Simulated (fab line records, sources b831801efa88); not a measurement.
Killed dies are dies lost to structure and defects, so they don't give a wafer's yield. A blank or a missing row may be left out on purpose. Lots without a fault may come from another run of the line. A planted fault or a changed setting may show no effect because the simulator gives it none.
A struck lot beside a sound one | flow sky130 | 22 steps out of a route of 708
Sound: wafers L209.2, L209.3, L209.5. Struck: wafers L227.2, L227.4, L227.6. The cause comes at the end.
At each step with rows: each side's tool, then ch and its chambers, then its first start. Under that, the readings that differ: sound wafers | struck wafers | difference of the means | sigmas: that difference in standard deviations of wafers without a fault.
alike: readings whose means differ by less than 2 such deviations, and words and numbers that are the same on both sides. not compared: withheld readings, readings that some wafer has no value for, bounds like >300 that may hide the same value, and numbers for which the record gives no deviation and whose values overlap.
The two part at a step that has a row with sigmas, a row that says differs or no value, or rows on one side only. Numbers that don't overlap but have no deviation are shown without sigmas and don't part them. A reading that every wafer of one side lacks parts them only if that side has two wafers or more.

first, 5 steps without rows for these wafers: SKY_VT_ADJUST_LVTN_COAT_13 (resist thk 1140 nm); SKY_VT_ADJUST_LVTN_SOFTBAKE_14 (time 60 s); SKY_VT_ADJUST_LVTN_EXPOSE_15 (exposes mask HVN STD DERIVED, target cd 600 nm); SKY_VT_ADJUST_LVTN_PEB_16; SKY_VT_ADJUST_LVTN_DEVELOP_17 (develop time 60 s).
SKY_VT_ADJUST_LVTN_OVL_MEAS_18:
  sound on overlay-02, day 7 08:52; struck on overlay-02, day 12 14:47
  alike: VT_ADJUST_LVTN_01_OVL
then, 1 step without rows for these wafers: SKY_VT_ADJUST_LVTN_IMPLANT_19.
SKY_VT_ADJUST_LVTN_STRIP_20: strips in O2/N2.
  sound on plasma_asher-03 ch 0,1, day 7 09:03; struck on plasma_asher-03 ch 0,1, day 12 14:58
  alike: drypump_motor_current_A, oes_product_au, strip_time_to_endpoint_s
  not compared: rf_hours_counter_h
SKY_VT_ADJUST_LVTN_TW_MEAS_21:
  sound on film_metro-03, day 7 09:10; struck on film_metro-03, day 12 15:05
  alike: VT_ADJUST_LVTN_2_TW
then, 3 steps without rows for these wafers: SKY_VT_ADJUST_NCORE_DEHYDRATE_00 (time 60 s); SKY_VT_ADJUST_NCORE_HMDS_01 (prime time 60 s); SKY_VT_ADJUST_NCORE_COAT_02 (resist thk 1140 nm).
SKY_VT_ADJUST_NCORE_SOFTBAKE_03: time 60 s.
  sound on litho_track-01 ch 0, day 7 18:45; struck on litho_track-01 ch 0, day 13 04:09
  reading                                              | sound             | struck            | difference | sigmas
  heater_power_total_W (W)                             | 56.60 56.56 56.62 | 59.27 59.30 59.19 | +2.66      | +58
  plate_temp_C (C)                                     | 90.14 90.04 90.11 | 93.03 93.13 93.09 | +2.99      | +27
  model.NOVOLAK_of_VT_ADJUST_NCORE_COAT_02.thk_nm (nm) | 1144 1143 1144    | 1124 1126 1125    | -19        |
then, 2 steps without rows for these wafers: SKY_VT_ADJUST_NCORE_EXPOSE_04 (exposes mask LVTN COMPLEMENT THIN, target cd 380 nm); SKY_VT_ADJUST_NCORE_PEB_05.
SKY_VT_ADJUST_NCORE_DEVELOP_06: develop time 60 s.
  sound on litho_track-01 ch 0, day 8 04:09; struck on litho_track-03 ch 0, day 13 16:19
  reading                                              | sound          | struck         | difference | sigmas
  model.NOVOLAK_of_VT_ADJUST_NCORE_COAT_02.thk_nm (nm) | 1144 1143 1143 | 1124 1126 1125 | -18        |
SKY_VT_ADJUST_NCORE_CD_MEAS_07: target cd 380 nm.
  sound on cd_sem-02, day 8 04:18; struck on cd_sem-02, day 13 16:28
  alike: cd_nm
SKY_VT_ADJUST_NCORE_OVL_MEAS_08:
  sound on overlay-02, day 8 04:24; struck on overlay-02, day 13 16:34
  alike: VT_ADJUST_NCORE_OVL
then, 1 step without rows for these wafers: SKY_VT_ADJUST_NCORE_IMPLANT_09.
SKY_VT_ADJUST_NCORE_STRIP_10: strips in O2/N2.
  sound on plasma_asher-04 ch 0,1, day 8 04:35; struck on plasma_asher-04 ch 0,1, day 13 16:44
  reading                      | sound             | struck            | difference | sigmas
  strip_time_to_endpoint_s (s) | 14.23 14.21 14.22 | 14.00 14.01 13.99 | -0.22      | -6
  alike: drypump_motor_current_A, oes_product_au
  not compared: rf_hours_counter_h
SKY_VT_ADJUST_NCORE_TW_MEAS_11:
  sound on film_metro-04, day 8 04:41; struck on film_metro-04, day 13 16:51
  alike: VT_ADJUST_NCORE_TW
-- the record jumps here: 36 days lie between the struck wafers' starts before and after (it left off in module VT_ADJUST_NCORE and takes up again in module PAD_OPEN, whose first step shown is number 708 of the route) --
SKY_PAD_OPEN_PROBE_99:
  sound on prober-02, day 45 02:26; struck on prober-02, day 50 03:54
  alike: killed_at_M0_to_M3, killed_at_M4_up, killed_at_contacts, killed_at_front_end, killed_at_other, killed_dies, killed_on_rim, killed_open, killed_short

WHERE THEY PART
First at SKY_VT_ADJUST_NCORE_SOFTBAKE_03; last, within this record, at SKY_VT_ADJUST_NCORE_STRIP_10. Later steps at which nothing parts them and some readings are alike: SKY_VT_ADJUST_NCORE_TW_MEAS_11, SKY_PAD_OPEN_PROBE_99.

WHY: what the simulator had put in
Process parameter drift: litho_track-01, from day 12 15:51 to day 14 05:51, at SKY_VT_ADJUST_NCORE_SOFTBAKE_03. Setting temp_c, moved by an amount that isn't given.
